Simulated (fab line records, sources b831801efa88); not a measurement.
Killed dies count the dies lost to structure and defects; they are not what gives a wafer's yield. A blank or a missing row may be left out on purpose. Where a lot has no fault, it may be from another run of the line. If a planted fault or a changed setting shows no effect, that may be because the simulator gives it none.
Which of the tools did it? + flow gf180mcu + 14 lots (42 wafers sampled), 1 step of a 602-step route

== WHAT EACH GAUGE READ, for each wafer ==
GF_V2_THK_MEAS_01. Usual: V2_CVD_00_THK typically reads 601 nm, with standard deviation 8.5.
| lot  | measured     | on           | V2_CVD_00_THK (nm) | flag |
|------|--------------|--------------|--------------------|------|
| L833 | day 19 05:48 | filmMetro-02 | 622 608 621        |      |
| L834 | day 19 20:26 | filmMetro-02 | 607 600 595        |      |
| L835 | day 19 23:47 | filmMetro-01 | 587 601 588        |      |
| L836 | day 20 13:35 | filmMetro-04 | 600 599 593        |      |
| L837 | day 21 06:14 | filmMetro-04 | 609 602 597        |      |
| L839 | day 21 20:18 | filmMetro-02 | 607 610 605        |      |
| L843 | day 23 05:31 | filmMetro-01 | 610 610 597        |      |
| L846 | day 24 08:01 | filmMetro-04 | 606 585 593        |      |
| L847 | day 24 15:43 | filmMetro-01 | 612 613 609        |      |
| L848 | day 25 02:17 | filmMetro-01 | 588 602 600        |      |
| L849 | day 25 10:37 | filmMetro-02 | 604 607 605        |      |
| L850 | day 25 13:26 | filmMetro-02 | 605 606 604        |      |
| L855 | day 27 00:22 | filmMetro-01 | 606 594 610        |      |
| L856 | day 27 08:49 | filmMetro-02 | 607 596 605        |      |

== TOOL THAT RAN EACH LOT (tool first, then ch and the chambers of the sampled wafers, then the start) ==
Record: no process step prior to these readings.

== WHAT THE TOOLS THEMSELVES READ (means of the sampled wafers that have a number; where no wafer has one, the mark that the record gives instead) ==
The record holds no such reading with a usual standard deviation.

== THE ANSWER, worked out from the rows above alone ==
Rule: a lot is off if the mean of its wafers that have a number lies more than 3 standard deviations from the usual mean. A lot without any number at a reading at which 4 lots or more have one is off too. Any other lot the step has rows for is counted as sound. First the gauges in route order, then the tools' own readings, where a lot's mean is used as printed above. At the first step where some lot is off, the reading lying furthest off is the one used; lots without a number count as furthest.
No lot is off on any of the readings shown, so nothing can be concluded from this.

== WHAT THE SIMULATOR HAD INSERTED ==
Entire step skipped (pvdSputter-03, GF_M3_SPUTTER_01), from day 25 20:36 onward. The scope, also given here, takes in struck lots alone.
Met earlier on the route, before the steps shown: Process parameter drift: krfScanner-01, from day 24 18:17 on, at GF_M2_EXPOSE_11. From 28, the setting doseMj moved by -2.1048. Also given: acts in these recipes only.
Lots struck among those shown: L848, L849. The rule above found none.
